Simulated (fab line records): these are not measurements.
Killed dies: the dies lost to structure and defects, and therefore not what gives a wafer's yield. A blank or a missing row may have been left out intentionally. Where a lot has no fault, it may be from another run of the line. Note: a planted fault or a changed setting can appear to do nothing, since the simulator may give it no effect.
Chamber matching + flow sfq_line + cmp-02 running SFQ_TRILAYER_I4_CMP_CMP_100: 4 sister chambers
The step polishes SiO2. 4 wafers are shown with their chamber, then 8 later ones without.

## EACH WAFER AND ITS CHAMBER
| wafer  | chamber | motor_current_A (A) |
|--------|---------|---------------------|
| L483.4 | 1       | 10.4                |
| L484.3 | 0       | 10.4                |
| L486.3 | 3       | 8.2                 |
| L487.2 | 2       | 11.8                |

## WAFERS WHOSE CHAMBER IS MISSING
| wafer  | motor_current_A (A) |
|--------|---------------------|
| L487.4 | 11.1                |
| L487.5 | 11.4                |
| L490.1 | 8.8                 |
| L490.2 | 11.3                |
| L490.6 | 8.0                 |
| L492.1 | 11.7                |
| L492.3 | 9.9                 |
| L492.5 | 8.4                 |

## WHICH CHAMBER EACH ONE RAN IN
| wafer  | from the rows above          | in truth |
|--------|------------------------------|----------|
| L487.4 | can't be placed: 0 or 1 or 2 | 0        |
| L487.5 | can't be placed: 2 or 0 or 1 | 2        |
| L490.1 | 3                            | 3        |
| L490.2 | can't be placed: 2 or 0 or 1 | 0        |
| L490.6 | 3                            | 3        |
| L492.1 | 2                            | 2        |
| L492.3 | can't be placed: 0 or 1      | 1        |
| L492.5 | 3                            | 3        |
4 of 8 placed correctly. Can't be placed from these rows: 4 (the true chamber is among the candidates in 4). Number placed wrongly: 0.
How it was worked out, from the rows above alone: a wafer's distance from a chamber is the root of the sum, over the readings, of the square of ((its reading less the chamber's mean) divided by the reading's scatter). The wafer belongs to the nearest chamber; if the next one is less than 2 further off, it can't be placed. For every chamber, the mean is computed from those of its wafers that are shown. The scatter: root of mean squared gap, hidden wafer to nearest shown wafer, with one shown wafer a chamber.
